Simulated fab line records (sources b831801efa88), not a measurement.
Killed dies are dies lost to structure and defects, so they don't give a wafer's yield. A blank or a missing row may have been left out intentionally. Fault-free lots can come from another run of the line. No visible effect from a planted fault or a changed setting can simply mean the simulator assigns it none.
A lot that was struck, set against a sound lot | flow sky130 | 21 out of 708 route steps
Sound: the wafers L397.4, L397.5, L397.6. Struck: wafers L408.3, L408.5, L408.6. The cause is given at the end.
Order at every step that has rows: each side's tool, ch and its chambers, its first start. Under that, the readings that differ: sound wafers | struck wafers | difference of the means | sigmas: that difference in standard deviations of wafers without a fault.
alike: a reading whose means differ by less than 2 such deviations, as well as words and numbers matching on both sides. not compared: withheld readings; readings where some wafer has no value; bounds like >300 that might hide an equal value; numbers whose values overlap and for which the record gives no deviation.
The two part at a step that has a row with sigmas, a row that says differs or no value, or rows on one side only. Non-overlapping numbers with no deviation appear without sigmas and do not part them. A reading that every wafer of one side lacks parts them only if that side has two wafers or more.

first, 5 steps without rows for these wafers: SKY_SD_P_COAT_02 (resist thk 1140 nm); SKY_SD_P_SOFTBAKE_03 (time 60 s); SKY_SD_P_EXPOSE_04 (exposes mask PSDM, target cd 380 nm); SKY_SD_P_PEB_05; SKY_SD_P_DEVELOP_06 (develop time 60 s).
SKY_SD_P_CD_MEAS_07: the cd target is 380 nm.
  sound on cd-sem-02 at day 23 04:46; struck on cd-sem-02 at day 25 19:16
  alike: cd-nm
SKY_SD_P_OVL_MEAS_08:
  sound on overlay-01 at day 23 04:51; struck on overlay-02 at day 25 19:22
  alike: SD_P_OVL
then, 1 step without rows for these wafers: SKY_SD_P_IMPLANT_09.
SKY_SD_P_STRIP_10: strips in O2/N2.
  sound on plasma-asher-01 ch 0,1, day 23 05:03; struck on plasma-asher-04 ch 0,1, day 25 19:34
  alike: chamber-pressure-mTorr, drypump-motor-current-A, oes-product-au, strip-time-to-endpoint-s
  not compared: rf-hours-counter-h
SKY_SD_P_TW_MEAS_11:
  sound on film-metro-02 at day 23 05:09; struck on film-metro-02 at day 25 19:40
  alike: SD_P_TW
then, 2 steps without rows for these wafers: SKY_RES_XHIGH_DEHYDRATE_00 (time 60 s); SKY_RES_XHIGH_HMDS_01 (prime time 60 s).
SKY_RES_XHIGH_COAT_02: resist thk 1140 nm.
  sound on litho-track-01 ch 0, day 23 18:44; struck on litho-track-04 ch 0, day 26 09:43
  reading                                        | sound                | struck               | difference | sigmas
  spin-speed-rpm (rpm)                           | 2996.6 2996.1 2997.1 | 3078.3 3079.4 3080.3 | +82.7      | +49
  model.NOVOLAK_of_RES_XHIGH_COAT_02.thk-nm (nm) | 1136 1138 1135       | 1124 1122 1123       | -13        |
  alike: chill-plate-temp-C, dispense-pressure-kPa
then, 3 steps without rows for these wafers: SKY_RES_XHIGH_SOFTBAKE_03 (time 60 s); SKY_RES_XHIGH_EXPOSE_04 (exposes mask URPM, target cd 1270 nm); SKY_RES_XHIGH_PEB_05.
SKY_RES_XHIGH_DEVELOP_06: develop time 60 s.
  sound on litho-track-04 ch 0, day 24 09:38; struck on litho-track-03 ch 0, day 27 00:50
  reading                                        | sound          | struck         | difference | sigmas
  model.NOVOLAK_of_RES_XHIGH_COAT_02.thk-nm (nm) | 1136 1138 1135 | 1123 1122 1123 | -14        |
  alike: chill-plate-temp-C
then, 1 step without rows for these wafers: SKY_RES_XHIGH_IMPLANT_07.
SKY_RES_XHIGH_STRIP_08: strips in O2/N2.
  sound on plasma-asher-03 ch 0,1, day 24 09:53; struck on plasma-asher-04 ch 0,1, day 27 01:07
  reading                      | sound             | struck            | difference | sigmas
  strip-time-to-endpoint-s (s) | 14.23 14.23 14.20 | 14.08 14.06 14.06 | -0.15      | -4
  alike: chamber-pressure-mTorr, drypump-motor-current-A, oes-product-au
  not compared: rf-hours-counter-h
SKY_RES_XHIGH_TW_MEAS_09:
  sound on film-metro-04 at day 24 09:59; struck on film-metro-01 at day 27 01:13
  alike: RES_XHIGH_TW
-- record jumps: 19 days separate the struck wafers' starts on either side; left off in module RES_XHIGH, taken up again in module PAD_OPEN, whose first shown step is the route's number 708 --
SKY_PAD_OPEN_PROBE_99:
  sound on prober-02 at day 44 09:16; struck on prober-02 at day 46 03:22
  reading            | sound    | struck   | difference | sigmas
  killed-at-contacts | 30 24 23 | 14 16 13 | -11        | -2
  alike: killed_at_M0_to_M3, killed_at_M4_up, killed-at-front-end, killed-at-other, killed-dies, killed-open, killed-short

== WHERE THEY PART ==
Earliest at SKY_RES_XHIGH_COAT_02; latest, in this record, at SKY_PAD_OPEN_PROBE_99.

WHY: whatever the simulator had introduced
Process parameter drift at SKY_RES_XHIGH_COAT_02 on litho-track-04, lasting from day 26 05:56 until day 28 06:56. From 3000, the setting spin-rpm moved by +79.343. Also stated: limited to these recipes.
